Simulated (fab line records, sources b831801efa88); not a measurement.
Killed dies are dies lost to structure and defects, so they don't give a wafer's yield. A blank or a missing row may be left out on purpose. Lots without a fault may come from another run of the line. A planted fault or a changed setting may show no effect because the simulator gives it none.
Problem report in the 8D (eight disciplines) form, filled by code | flow gf180mcu | the parts of the form that need people (team, actions taken, sign-off) are left out

1. THE PROBLEM
TOP_METAL_ALCU_RS at GF_TOP_METAL_RS_MEAS_05 reads a mean of 0.0368 ohm/sq on 4 wafers of 3 lots; wafers without a fault read 0.0329 ohm/sq with a standard deviation of 0.00033. That is +12 standard deviations from the usual mean.
The step: measures by four-point-probe.
First seen on wafer L430.4, day 32 06:45, on film_metro-02. The record holds 30 wafers of 10 lots with a number at this step. Rule for "out", or "out of limits": more than 4 standard deviations from the usual mean. The other wafers with a number count as sound.

2. WHAT IT IS AND WHAT IT IS NOT
question                    | is                             | is not
which readings at this step | TOP_METAL_ALCU_RS              | -
which lots                  | L430, L432, L433               | L413, L414, L419, L421, L425, L431, L434
which wafers of those lots  | L430.4, L430.6, L432.3, L433.5 | L430.1, L432.4, L432.5, L433.3, L433.6
read on which gauges        | film_metro-02                  | film_metro-01, film_metro-03
when                        | from day 32 06:45              | up to then (16 sound wafers); but 10 sound wafers of L431, L432, L433, L434 came after

3. SUSPECTS, AND WHAT RULES EACH OUT
Counting: a tool at a process step up to the reading stays a suspect if it ran every lot that is out. Sound lots after the first of them don't rule it out here, since some wafers of a struck lot are sound.
- the gauge at GF_TOP_METAL_RS_MEAS_05: ruled out. All the wafers that are out were read on film_metro-02, but those of them that GF_TOP_METAL_METAL_ETCH_16 has rows for are out there too, on other tools.
- pvd_sputter-02 at GF_TOP_METAL_SPUTTER_02 (material AlCu, target thk 900 nm, time 47.82 s): kept. It ran every lot that is out, first L430 (day 32 06:40); its last sound lot up to then is L425 (day 30 19:43).
Left after counting: pvd_sputter-02 at GF_TOP_METAL_SPUTTER_02.

4. THE CAUSE (what the simulator had put in)
Process parameter drift: pvd_sputter-02, from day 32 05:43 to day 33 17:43, at GF_TOP_METAL_SPUTTER_02. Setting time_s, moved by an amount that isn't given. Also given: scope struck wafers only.
Counting left only this tool.

5. THE CHAIN OF EFFECTS, in route order
Each row: a reading whose mean over the struck wafers that have a number lies more than 3 standard deviations from the usual. Only readings for which the record gives a usual standard deviation are gone through. hours: the time from each lot's start at the first step in this table that gives one to its start at this step, as a median over the lots. sigmas: the change in usual standard deviations.
hours | step                       | reading            | usual         | on struck wafers | change  | sigmas
0     | GF_TOP_METAL_RS_MEAS_05    | TOP_METAL_ALCU_RS  | 0.0329 ohm/sq | 0.0368           | +0.0039 | +12
0     | GF_TOP_METAL_THK_MEAS_06   | TOP_METAL_ALCU_THK | 890 nm        | 806              | -84     | -7.0
16    | GF_TOP_METAL_METAL_ETCH_16 | oes_product_au     | 0.963 a.u.    | 0.912            | -0.051  | -8.5
16    | GF_TOP_METAL_METAL_ETCH_16 | throttle_valve_pct | 28.260 %      | 28.326           | +0.066  | +6.0
The process steps in it:
- GF_TOP_METAL_METAL_ETCH_16: etches the open film in Cl2/BCl3, stops on SiO2, target depth 1077.5 nm, time 179.6 s.

6. WHAT WOULD HAVE CAUGHT IT SOONER
In this record the first reading out of limits at a measuring or inspecting step was taken at day 32 06:45, 1 hour after the fault began at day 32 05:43.
Of the tool readings at GF_TOP_METAL_SPUTTER_02 for which the record gives a usual standard deviation, none was out on any struck wafer, so an alarm limit of 4 standard deviations on them would not have fired.
Of the lots that are out (3), L432, L433 began GF_TOP_METAL_SPUTTER_02 on pvd_sputter-02 after day 32 06:45. A hold on the tool at that time would have spared those 2.
